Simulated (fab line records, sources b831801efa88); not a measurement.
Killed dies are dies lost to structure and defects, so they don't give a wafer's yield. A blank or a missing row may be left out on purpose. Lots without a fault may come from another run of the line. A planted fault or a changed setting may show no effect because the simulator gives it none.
Chamber matching | flow gf180mcu | GF_SAB_CVD_00 on pecvd-03: 3 sister chambers
The step deposits SiO2 from TEOS, target thk 50 nm, time 4.9302 s. 6 wafers are shown with their chamber, then 9 later ones without.

WAFERS WITH THEIR CHAMBER
wafer  | chamber | heater_power_outer_w (W) | heater_power_w (W)
L835.6 | 1       | 358                      | 628
L839.5 | 1       | 382                      | 695
L840.4 | 0       | 398                      | 668
L843.1 | 0       | 417                      | 690
L843.3 | 2       | 351                      | 603
L843.4 | 2       | 342                      | 612

WAFERS WITHOUT THEIR CHAMBER
wafer  | heater_power_outer_w (W) | heater_power_w (W)
L844.1 | 340                      | 594
L844.3 | 340                      | 613
L844.4 | 344                      | 582
L845.1 | 417                      | 695
L845.4 | 373                      | 653
L845.6 | 347                      | 576
L846.3 | 414                      | 692
L846.4 | 382                      | 673
L846.5 | 339                      | 588

WHICH CHAMBER EACH WENT THROUGH
wafer  | from the rows above     | in truth
L844.1 | 2                       | 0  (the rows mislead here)
L844.3 | 2                       | 2
L844.4 | 2                       | 2
L845.1 | 0                       | 0
L845.4 | 1                       | 1
L845.6 | 2                       | 2
L846.3 | 0                       | 0
L846.4 | can't be placed: 1 or 0 | 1
L846.5 | 2                       | 2
Placed correctly: 7 of 9. Can't be placed from these rows: 1 (the true chamber is among the candidates in 1). Placed wrongly: 1.
How it was worked out, from the rows above alone: a wafer's distance from a chamber is the root of the sum, over the readings, of the square of ((its reading less the chamber's mean) divided by the reading's scatter). The wafer belongs to the nearest chamber; if the next one is less than 2 further off, it can't be placed. A chamber's mean is the mean of its shown wafers. The scatter: the root of (the sum of the squares of (reading less its chamber's mean) over the shown wafers, divided by (wafers less chambers)).
